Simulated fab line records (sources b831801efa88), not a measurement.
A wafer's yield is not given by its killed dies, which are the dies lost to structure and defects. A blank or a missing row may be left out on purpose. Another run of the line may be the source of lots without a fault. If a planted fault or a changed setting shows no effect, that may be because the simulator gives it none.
8D (eight disciplines) problem report, filled in by code    flow sfq_line    the parts of the form that need people (team, actions taken, sign-off) are left out

== 1. WHAT WENT WRONG ==
Wafers without a fault read 0.686 a.u., standard deviation 0.0048; oes_product_au at SFQ_TRILAYER_M5_BARC_OPEN_METAL_ETCH_161 reads a mean of 0.718 a.u. on 6 wafers belonging to 2 lots. Relative to the usual mean, that is a shift of +6.6 standard deviations.
The step: etches BARC in O2, target depth 125 nm, time 41.7 s.
Earliest sighting: wafer L963.3 on rie_metal-03 at day 69 00:16. At this step, 42 wafers from 14 lots have a number in the record. By rule, "out" or "out of limits" means more than 4 standard deviations away from the usual mean. Any other wafer with a number is counted as sound.

== 2. WHAT IT IS, WHAT IT ISN'T ==
question                     is                          is not
which readings at this step  oes_product_au              drypump_motor_current_A
which lots                   L963, L964                  L950, L951, L952, L953, L954, L956, L957, L959, L960, L966, L967, L970
which wafers of those lots   all that have a number      -
read on which tools          rie_metal-03, rie_metal-04  rie_metal-01
when                         from day 69 00:16           up to then (27 sound wafers); but 9 sound wafers of L966, L967, L970 came after

== 3. SUSPECTS, AND WHAT RULES EACH OUT ==
Counting: any tool at a process step up to the reading is kept as a suspect provided that every lot that is out went through it and no sound lot did after the first of them.
- litho_track-04 at SFQ_TRILAYER_M5_LITHO_COAT_128 (resist thk 62 nm): kept. All lots that are out passed through it, beginning with L963 at day 64 11:31, and no sound lot followed; its final sound lot before that point was L957 at day 63 22:54.
Remaining after the count: litho_track-04 at SFQ_TRILAYER_M5_LITHO_COAT_128.

== 4. THE CAUSE (what the simulator had put in) ==
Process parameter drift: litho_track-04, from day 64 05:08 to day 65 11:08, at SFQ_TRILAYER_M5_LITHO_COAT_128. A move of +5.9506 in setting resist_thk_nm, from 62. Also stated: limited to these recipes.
Counting left only this tool.

== 5. THE CHAIN OF EFFECTS, in route order ==
Rows list readings where the struck wafers' mean (over those with a number) sits beyond 3 standard deviations from the usual. Only readings for which the record gives a usual standard deviation are gone through. hours: the time from each lot's start at the first step in this table that gives one to its start at this step, as a median over the lots. sigmas: the change in usual standard deviations.
hours  step                                      reading         usual       on struck wafers  change  sigmas
0      SFQ_TRILAYER_M5_BARC_OPEN_METAL_ETCH_161  oes_product_au  0.686 a.u.  0.718             +0.032  +6.6
Here are the process steps it includes:
- SFQ_TRILAYER_M5_BARC_OPEN_METAL_ETCH_161: etches BARC in O2, target depth 125 nm, time 41.7 s.

== 6. WHAT WOULD HAVE CAUGHT IT SOONER ==
In this record no reading fell out of limits until day 69 00:16, 115 hours after the fault had begun at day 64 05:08.
All the lots that are out (2) had begun SFQ_TRILAYER_M5_LITHO_COAT_128 on litho_track-04 by day 69 00:16. A hold on the tool at that time would have spared none of them.
